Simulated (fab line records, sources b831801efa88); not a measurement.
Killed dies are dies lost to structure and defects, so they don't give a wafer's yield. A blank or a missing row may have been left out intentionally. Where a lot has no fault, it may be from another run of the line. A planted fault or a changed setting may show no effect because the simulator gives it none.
Which tool was responsible? -- flow sky130 -- 12 lots, 36 wafers sampled, at 4 steps of a route of 708

WHAT EACH GAUGE READ, for each wafer
SKY_PASSIVATION_THK_MEAS_01. Usual: PASSIVATION_CVD_00_THK typically reads 90.3 nm, with standard deviation 1.2.
lot,measured,on,PASSIVATION_CVD_00_THK (nm),flag
L196,day 43 21:05,filmMetro-03,88.5 89.2 90.3,
L197,day 44 01:35,filmMetro-02,89.5 90.3 91.6,
L198,day 44 12:13,filmMetro-04,90.9 91.2 92.0,
L200,day 45 16:59,filmMetro-04,89.6 92.3 91.5,
L201,day 45 23:01,filmMetro-03,88.4 89.8 90.1,
L203,day 46 03:23,filmMetro-03,90.8 92.7 92.1,
L204,day 46 20:32,filmMetro-04,93.2 92.5 93.5,
L206,day 46 22:07,filmMetro-04,89.0 89.5 91.0,
L205,day 46 23:42,filmMetro-04,90.6 90.9 91.5,
L207,day 47 00:23,filmMetro-02,88.1 89.7 90.0,
L213,day 48 09:32,filmMetro-02,90.3 91.9 91.7,
L214,day 48 12:10,filmMetro-03,88.0 88.7 89.4,

EACH LOT AND THE TOOL THAT RAN IT (in order: tool; ch and the chambers of the sampled wafers; start)
lot,SKY_METAL1_SPUTTER_02,SKY_METAL4_ETCH_16,SKY_METAL5_SPUTTER_00
L196,"pvdSputter-01, day 31 18:46","rieMetal-02 ch 0,1, day 41 19:56","pvdSputter-03, day 42 21:32"
L197,"pvdSputter-03, day 31 22:49","rieMetal-02 ch 0,1, day 42 01:11","pvdSputter-01, day 43 02:21"
L198,"pvdSputter-03, day 32 11:52","rieMetal-02 ch 0,1, day 42 11:24","pvdSputter-01, day 43 13:12"
L200,"pvdSputter-03, day 33 20:32","rieMetal-03 ch 0,1, day 43 17:02","pvdSputter-04, day 44 19:08"
L201,"pvdSputter-01, day 34 05:10","rieMetal-03 ch 0,1, day 43 23:53","pvdSputter-03, day 45 01:02"
L203,"pvdSputter-01, day 34 14:11","rieMetal-02 ch 0, day 44 04:41","pvdSputter-03, day 45 05:34"
L204,"pvdSputter-01, day 35 06:14","rieMetal-02 ch 0,1, day 44 22:58","pvdSputter-04, day 45 22:55"
L206,"pvdSputter-03, day 35 09:41","rieMetal-03 ch 0,1, day 45 00:53","pvdSputter-01, day 46 00:14"
L205,"pvdSputter-03, day 35 12:50","rieMetal-01 ch 0,1, day 45 02:50","pvdSputter-04, day 46 02:12"
L207,"pvdSputter-03, day 35 16:40","rieMetal-02 ch 0,1, day 45 03:40","pvdSputter-01, day 46 03:11"
L213,"pvdSputter-03, day 37 07:36","rieMetal-02 ch 0, day 46 13:44","pvdSputter-01, day 47 13:08"
L214,"pvdSputter-03, day 37 11:37","rieMetal-03 ch 0,1, day 46 16:38","pvdSputter-01, day 47 15:26"
- SKY_METAL1_SPUTTER_02: material AlCu, target thk 250 nm, time 13.3 s.
- SKY_METAL4_ETCH_16: etches BARC in N2/H2, stops on SiO2, time 88.2 s, target depth 60 nm.
- SKY_METAL5_SPUTTER_00: material Ti, target thk 15 nm, time 10 s.

AS READ BY THE TOOLS THEMSELVES (means over the sampled wafers that have a number; for cases with no such wafer, the mark the record gives instead)
SKY_METAL1_SPUTTER_02. Usual: throttleValvePct 30.4 %, standard deviation 0.65.
lot,tool,throttleValvePct (%),flag
L196,pvdSputter-01,30.2,
L197,pvdSputter-03,30.9,
L198,pvdSputter-03,30.8,
L200,pvdSputter-03,31.4,
L201,pvdSputter-01,30.1,
L203,pvdSputter-01,30.4,
L204,pvdSputter-01,30.3,
L206,pvdSputter-03,30.6,
L205,pvdSputter-03,30.6,
L207,pvdSputter-03,30.6,
L213,pvdSputter-03,31.1,
L214,pvdSputter-03,31.1,

SKY_METAL4_ETCH_16. Usual: drypumpMotorCurrentA 5.5 A, standard deviation 0.74; oesProductAu 0.626 a.u., standard deviation 0.0044; throttleValvePct 13.206 %, standard deviation 0.0084.
lot,tool,drypumpMotorCurrentA (A),oesProductAu (a.u.),throttleValvePct (%),flag
L196,rieMetal-02,5.7,0.624,13.208,
L197,rieMetal-02,6.2,0.626,13.202,
L198,rieMetal-02,5.6,0.628,13.201,
L200,rieMetal-03,5.8,0.629,13.204,
L201,rieMetal-03,5.8,0.626,13.209,
L203,rieMetal-02,6.8,0.625,13.200,
L204,rieMetal-02,5.6,0.623,13.196,
L206,rieMetal-03,5.5,0.625,13.204,
L205,rieMetal-01,4.9,0.625,13.207,
L207,rieMetal-02,5.7,0.623,13.206,
L213,rieMetal-02,6.8,0.623,13.205,
L214,rieMetal-03,5.8,0.626,13.206,

SKY_METAL5_SPUTTER_00. Usual: throttleValvePct 30.5 %, standard deviation 0.62.
lot,tool,throttleValvePct (%),flag
L196,pvdSputter-03,31.1,
L197,pvdSputter-01,30.2,
L198,pvdSputter-01,30.3,
L200,pvdSputter-04,30.5,
L201,pvdSputter-03,31.3,
L203,pvdSputter-03,30.4,
L204,pvdSputter-04,30.0,
L206,pvdSputter-01,30.1,
L205,pvdSputter-04,30.0,
L207,pvdSputter-01,30.1,
L213,pvdSputter-01,30.1,
L214,pvdSputter-01,30.1,

THE ANSWER, worked out from the rows above alone
Rule: lot off if the mean of its wafers having a number is beyond 3 standard deviations from the usual mean. A lot without any number at a reading at which 4 lots or more have one is off too. The other lots that the step has rows for count as sound. Order of review: gauges by route order, followed by the tools' own readings, for which a lot's mean as printed above is used. The first step at which some lot is off is used, and at that step the reading that is off furthest; a lot without a number counts as furthest.
Across all readings shown, no lot is off: no conclusion can be drawn from this.

WHAT WAS PUT IN BY THE SIMULATOR
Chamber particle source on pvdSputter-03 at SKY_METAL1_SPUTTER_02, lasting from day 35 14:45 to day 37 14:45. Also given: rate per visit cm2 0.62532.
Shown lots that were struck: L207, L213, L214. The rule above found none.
